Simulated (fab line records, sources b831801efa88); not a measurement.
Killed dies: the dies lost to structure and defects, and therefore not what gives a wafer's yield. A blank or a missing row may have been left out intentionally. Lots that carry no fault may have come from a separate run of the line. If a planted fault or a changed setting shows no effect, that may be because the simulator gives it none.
Matching of chambers / flow sky130 / SKY_VIA1_CMP_02 on cmp-02 has 4 sister chambers
The step polishes SiO2. 8 wafers are shown with their chamber, then 8 later ones without.

## WAFERS PAIRED WITH THEIR CHAMBERS
wafer=L947.3; chamber=3; motor current A (A)=13.4; slurry filter dp kPa (kPa)=13.57
wafer=L950.2; chamber=0; motor current A (A)=13.4; slurry filter dp kPa (kPa)=13.28
wafer=L950.4; chamber=2; motor current A (A)=11.3; slurry filter dp kPa (kPa)=13.49
wafer=L950.6; chamber=2; motor current A (A)=11.6; slurry filter dp kPa (kPa)=13.51
wafer=L953.2; chamber=3; motor current A (A)=13.1; slurry filter dp kPa (kPa)=13.50
wafer=L953.4; chamber=0; motor current A (A)=13.2; slurry filter dp kPa (kPa)=13.35
wafer=L953.5; chamber=1; motor current A (A)=11.2; slurry filter dp kPa (kPa)=13.60
wafer=L955.1; chamber=1; motor current A (A)=11.6; slurry filter dp kPa (kPa)=13.36

## WAFERS WITHOUT THEIR CHAMBER
wafer=L955.3; motor current A (A)=13.9; slurry filter dp kPa (kPa)=13.71
wafer=L955.6; motor current A (A)=11.7; slurry filter dp kPa (kPa)=13.62
wafer=L956.3; motor current A (A)=12.9; slurry filter dp kPa (kPa)=13.17
wafer=L956.4; motor current A (A)=13.5; slurry filter dp kPa (kPa)=13.59
wafer=L956.5; motor current A (A)=13.2; slurry filter dp kPa (kPa)=13.42
wafer=L964.3; motor current A (A)=11.3; slurry filter dp kPa (kPa)=13.51
wafer=L964.4; motor current A (A)=12.8; slurry filter dp kPa (kPa)=13.61
wafer=L964.5; motor current A (A)=10.9; slurry filter dp kPa (kPa)=13.23

## WHICH CHAMBER EACH ONE RAN IN
wafer=L955.3; from the rows above=can't be placed: 3 or 0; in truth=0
wafer=L955.6; from the rows above=can't be placed: 2 or 1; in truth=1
wafer=L956.3; from the rows above=can't be placed: 0 or 3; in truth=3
wafer=L956.4; from the rows above=can't be placed: 3 or 0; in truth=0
wafer=L956.5; from the rows above=can't be placed: 0 or 3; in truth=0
wafer=L964.3; from the rows above=can't be placed: 1 or 2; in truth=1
wafer=L964.4; from the rows above=can't be placed: 3 or 0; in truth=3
wafer=L964.5; from the rows above=can't be placed: 1 or 2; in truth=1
0 of 8 placed correctly. From these rows, 8 cannot be placed; in 8 the true chamber is one of the candidates. Number placed wrongly: 0.
How it was worked out, from the rows above alone: a wafer's distance from a chamber is the root of the sum, over the readings, of the square of ((its reading less the chamber's mean) divided by the reading's scatter). If the next closest chamber is less than 2 further off than the closest, the wafer can't be placed; otherwise it belongs to the closest. For every chamber, the mean is computed from those of its wafers that are shown. The scatter: take each reading less its chamber's mean, square it, sum over the shown wafers, divide by the number of wafers less the number of chambers, and take the root.
